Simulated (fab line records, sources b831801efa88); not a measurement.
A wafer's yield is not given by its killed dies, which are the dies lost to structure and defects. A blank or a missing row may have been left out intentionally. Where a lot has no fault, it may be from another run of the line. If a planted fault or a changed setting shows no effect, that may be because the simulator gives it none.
Which of the tools did it? | flow gf180mcu | Sampling: 13 lots, 39 wafers, 7 of 602 route steps

WHAT THE GAUGES READ, wafer by wafer
GF_STI_THK_MEAS_30. Usual: for STI_OXIDATION_02_THK the level is 10.00 nm and the standard deviation is 0.19.
lot  | measured    | on            | STI_OXIDATION_02_THK (nm) | flag
L342 | day 2 05:50 | film metro-02 | 10.22 10.09 10.26         |
L343 | day 2 11:21 | film metro-02 | 10.04 9.96 10.01          |
L344 | day 2 17:09 | film metro-04 | 10.20 9.87 9.99           |
L345 | day 2 21:56 | film metro-01 | 10.15 10.25 10.43         |
L350 | day 3 22:43 | film metro-02 | 10.10 10.05 10.02         |
L351 | day 4 04:16 | film metro-02 | 10.13 9.96 10.07          |
L356 | day 5 08:48 | film metro-02 | 9.75 9.82 9.98            |
L357 | day 5 13:46 | film metro-01 | 9.95 9.91 10.03           |
L358 | day 5 19:01 | film metro-02 | 9.75 9.75 9.93            |
L359 | day 5 21:54 | film metro-04 | 10.23 10.12 10.02         |
L362 | day 6 13:02 | film metro-01 | 9.87 10.11 9.92           |
L364 | day 7 00:25 | film metro-02 | 10.33 10.02 10.05         |
L365 | day 7 04:09 | film metro-02 | 9.79 9.78 9.76            |

GF_NWELL_OVL_MEAS_07. Usual: for NWELL_OVL the level is -0.1 nm and the standard deviation is 1.3.
lot  | measured    | on         | NWELL_OVL (nm) | flag
L342 | day 3 07:55 | overlay-01 | -1.9 1.2 -2.0  |
L343 | day 3 12:34 | overlay-02 | 1.2 0.6 0.1    |
L344 | day 3 18:34 | overlay-02 | 0.9 1.4 -0.2   |
L345 | day 3 22:55 | overlay-02 | 3.0 1.5 1.4    |
L350 | day 5 02:25 | overlay-02 | 0.8 0.4 0.3    |
L351 | day 5 07:29 | overlay-01 | -1.1 -0.6 -0.5 |
L356 | day 6 14:28 | overlay-01 | -0.5 -1.6 -0.9 |
L357 | day 6 19:36 | overlay-02 | 0.1 -0.7 -0.2  |
L358 | day 7 00:27 | overlay-01 | -1.6 -2.1 -1.8 |
L359 | day 7 04:33 | overlay-02 | -1.0 0.3 -1.6  |
L362 | day 7 19:59 | overlay-02 | 1.0 1.4 0.3    |
L364 | day 8 07:43 | overlay-01 | 1.0 0.3 1.5    |
L365 | day 8 12:49 | overlay-02 | 1.4 1.4 1.1    |

GF_POLY_GATE_THK_MEAS_17. Usual: for POLY_GATE_OXIDATION_THK the level is 3.96 nm and the standard deviation is 0.081.
lot  | measured     | on            | POLY_GATE_OXIDATION_THK (nm) | flag
L342 | day 9 04:23  | film metro-02 | 3.95 4.00 3.93               |
L343 | day 9 10:46  | film metro-02 | 3.94 3.99 3.96               |
L344 | day 9 17:40  | film metro-02 | 3.90 3.96 3.90               |
L345 | day 10 03:31 | film metro-03 | 3.82 3.87 3.87               |
L350 | day 11 17:34 | film metro-03 | 4.00 3.97 3.91               |
L351 | day 11 21:10 | film metro-03 | 4.06 4.11 4.12               |
L356 | day 13 13:50 | film metro-04 | 4.04 3.95 3.99               |
L357 | day 13 17:16 | film metro-03 | 3.83 3.88 3.85               |
L358 | day 14 01:11 | film metro-04 | 4.01 3.88 4.05               |
L359 | day 14 10:49 | film metro-02 | 3.93 3.86 3.86               |
L362 | day 15 04:50 | film metro-02 | 4.03 4.09 4.03               |
L364 | day 15 21:29 | film metro-02 | 3.99 4.11 3.99               |
L365 | day 16 04:31 | film metro-02 | 3.87 3.89 3.87               |

GF_HV_LDD_CD_MEAS_19 targets a cd of 400 nm. Usual: cd nm 400.4 nm, standard deviation 2.1.
lot  | measured     | on        | cd nm (nm)        | flag
L342 | day 10 16:33 | cd sem-01 | 400.6 399.0 397.1 |
L343 | day 10 22:52 | cd sem-01 | 398.2 395.9 396.4 |
L344 | day 11 05:24 | cd sem-01 | 399.0 398.5 399.5 |
L345 | day 11 15:39 | cd sem-01 | 401.2 402.2 402.6 |
L350 | day 13 09:09 | cd sem-01 | 401.1 402.4 401.9 |
L351 | day 13 13:14 | cd sem-01 | - - -             | OFF
L356 | day 15 08:20 | cd sem-01 | 401.4 399.9 401.0 |
L357 | day 15 11:12 | cd sem-01 | 402.6 402.3 402.4 |
L358 | day 15 20:06 | cd sem-01 | 398.6 400.3 399.8 |
L359 | day 16 06:42 | cd sem-02 | 399.8 403.6 403.4 |
L362 | day 17 00:50 | cd sem-02 | 404.0 400.5 403.3 |
L364 | day 17 19:40 | cd sem-02 | 397.1 399.6 397.9 |
L365 | day 18 02:15 | cd sem-02 | 402.3 399.7 399.3 |

GF_HV_LDD_TW_MEAS_23. Usual: for HV_LDD_2_TW the level is 1056 and the standard deviation is 7.4.
lot  | measured     | on            | HV_LDD_2_TW    | flag
L342 | day 10 16:57 | film metro-04 | 1063 1060 1056 |
L343 | day 10 23:16 | film metro-01 | 1046 1045 1043 |
L344 | day 11 05:48 | film metro-03 | 1062 1060 1057 |
L345 | day 11 16:03 | film metro-04 | 1070 1069 1065 |
L350 | day 13 09:34 | film metro-03 | 1052 1053 1051 |
L351 | day 13 13:38 | film metro-03 | 30 30 30       | OFF
L356 | day 15 08:44 | film metro-04 | 1068 1061 1063 |
L357 | day 15 11:36 | film metro-01 | 1051 1053 1056 |
L358 | day 15 20:30 | film metro-03 | 1067 1057 1062 |
L359 | day 16 07:06 | film metro-01 | 1051 1052 1047 |
L362 | day 17 01:14 | film metro-03 | 1055 1054 1059 |
L364 | day 17 20:04 | film metro-04 | 1065 1066 1063 |
L365 | day 18 02:39 | film metro-01 | 1045 1039 1048 |

GF_HV_LDD_TW_MEAS_50. Usual: for HV_LDD_4_TW the level is 570 and the standard deviation is 3.9.
lot  | measured     | on            | HV_LDD_4_TW    | flag
L342 | day 12 07:01 | film metro-01 | 566 563 566    |
L343 | day 12 13:16 | film metro-01 | 563 566 564    |
L344 | day 12 19:55 | film metro-03 | 571 574 573    |
L345 | day 13 08:19 | film metro-04 | 570 574 574    |
L350 | day 15 03:22 | film metro-03 | 573 571 570    |
L351 | day 15 08:08 | film metro-01 | 1096 1103 1099 | OFF
L356 | day 17 06:35 | film metro-03 | 570 568 568    |
L357 | day 17 09:31 | film metro-03 | 572 569 573    |
L358 | day 17 18:13 | film metro-04 | 567 569 570    |
L359 | day 18 05:40 | film metro-01 | 562 564 559    |
L362 | day 19 00:08 | film metro-03 | 572 571 571    |
L364 | day 19 19:10 | film metro-01 | 569 568 567    |
L365 | day 20 02:13 | film metro-01 | 565 569 566    |

WHAT TOOL EACH LOT RAN ON (gives the tool, then ch and the chambers of the sampled wafers, and finally the start)
lot  | GF_HV_LDD_EXPOSE_16
L342 | iline stepper-01 ch 0, day 10 07:35
L343 | iline stepper-01 ch 0, day 10 13:28
L344 | iline stepper-01 ch 0, day 10 20:21
L345 | iline stepper-02 ch 0, day 11 07:16
L350 | iline stepper-01 ch 0, day 12 23:00
L351 | iline stepper-01 ch 0, day 13 03:32
L356 | iline stepper-01 ch 0, day 14 21:53
L357 | iline stepper-02 ch 0, day 15 01:11
L358 | iline stepper-01 ch 0, day 15 09:20
L359 | iline stepper-02 ch 0, day 15 19:50
L362 | iline stepper-02 ch 0, day 16 13:50
L364 | iline stepper-01 ch 0, day 17 07:58
L365 | iline stepper-02 ch 0, day 17 14:52
- GF_HV_LDD_EXPOSE_16: exposes mask Pplus LV AREA, target cd 400 nm.

WHAT THE TOOLS THEMSELVES READ (means of the sampled wafers that have a number; where no wafer has one, the mark that the record gives instead)
The record holds no such reading with a usual standard deviation.

THE ANSWER, worked out from the rows above alone
Rule: lot off if the mean of its wafers having a number is beyond 3 standard deviations from the usual mean. A lot without any number at a reading at which 4 lots or more have one is off too. Where the step has rows for the other lots, those lots are counted as sound. Order of review: gauges by route order, followed by the tools' own readings, for which a lot's mean as printed above is used. The first step at which some lot is off is used, and at that step the reading that is off furthest; a lot without a number counts as furthest.
Off: L351 (GF_HV_LDD_CD_MEAS_19, cd nm). Without a number there: L351.
If a tool, at a process step before that reading, ran all the lots that are off and no sound lot after the first of them, it fits. Not tried: the gauges at GF_HV_LDD_CD_MEAS_19; whatever is off there is also off at GF_HV_LDD_TW_MEAS_23, on other tools, and gauge error can't account for it. None of those tried fits.

WHAT THE SIMULATOR HAD INSERTED
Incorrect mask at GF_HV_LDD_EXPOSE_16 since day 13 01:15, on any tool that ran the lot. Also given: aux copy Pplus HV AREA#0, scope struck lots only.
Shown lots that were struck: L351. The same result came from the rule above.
